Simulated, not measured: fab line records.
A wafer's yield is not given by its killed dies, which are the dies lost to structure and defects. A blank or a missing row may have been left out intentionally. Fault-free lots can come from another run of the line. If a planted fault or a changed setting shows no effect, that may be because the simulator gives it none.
Code-filled problem report in 8D (eight disciplines) form ; flow gf180mcu ; the parts of the form that need people (team, actions taken, sign-off) are left out

## 1. WHAT IS WRONG
Wafers without a fault read 89.30 s, standard deviation 0.14; runLengthS at GF_HV_LDD_SOFTBAKE_42 reads a mean of 92.89 s on 6 wafers belonging to 2 lots. Relative to the usual mean, that is a shift of +26 standard deviations.
The step: time 60 s.
Seen first at day 18 07:01 on lithoTrack-04, wafer L191.1. Wafers with a number at this step in the record: 42, from 14 lots. The rule behind "out" and "out of limits": a value lying over 4 standard deviations away from the usual mean. The other wafers with a number count as sound.

## 2. WHAT IT IS AND WHAT IT IS NOT
question;is;is not
which readings at this step;runLengthS;resistLineTempC
which lots;L191, L192;L172, L173, L175, L176, L177, L178, L179, L180, L181, L182, L193, L195
which wafers of those lots;all that have a number;-
read on which tools;lithoTrack-04;lithoTrack-02, lithoTrack-03
when;from day 18 07:01;"up to then (30 sound wafers); but 6 sound wafers of L193, L195 came after"

## 3. WHAT RULES OUT EACH SUSPECT
Counting: a tool at any process step up to the reading remains a suspect when it ran all the lots that are out and ran no sound lot after the first of those.
- lithoTrack-04 at GF_HV_LDD_SOFTBAKE_42 (time 60 s): kept. All lots that are out passed through it, beginning with L191 at day 18 07:01, and no sound lot followed; its final sound lot before that point was L181 at day 14 21:31. Out on those wafers are its own readings of runLengthS.
The count leaves lithoTrack-04 at GF_HV_LDD_SOFTBAKE_42.

## 4. THE CAUSE (what the simulator had put in)
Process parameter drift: lithoTrack-04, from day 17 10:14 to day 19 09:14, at GF_HV_LDD_SOFTBAKE_42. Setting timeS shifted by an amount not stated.
After counting, this tool was the only one left.

## 5. SEQUENCE OF EFFECTS, ordered by route
Each row: a reading whose mean over the struck wafers that have a number lies more than 3 standard deviations from the usual. Readings are gone through only where the record gives a usual standard deviation; hours: the median, over the lots, of the time from a lot's start at the first step in this table giving one to that lot's start at this step; sigmas: the change measured in usual standard deviations.
hours;step;reading;usual;on struck wafers;change;sigmas
0;GF_HV_LDD_SOFTBAKE_42;runLengthS;89.30 s;92.89;+3.59;+26
Process steps it contains:
- GF_HV_LDD_SOFTBAKE_42: time 60 s.
Later measuring or inspecting steps at which every struck wafer that the step has a row for has a number for every such reading, and none has moved that far: GF_SALICIDE_THK_MEAS_05, GF_M1_OVL_MEAS_15.

## 6. HOW IT WOULD HAVE BEEN CAUGHT EARLIER
In this record no reading fell out of limits until day 18 07:01, 21 hours after the fault had begun at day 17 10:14.
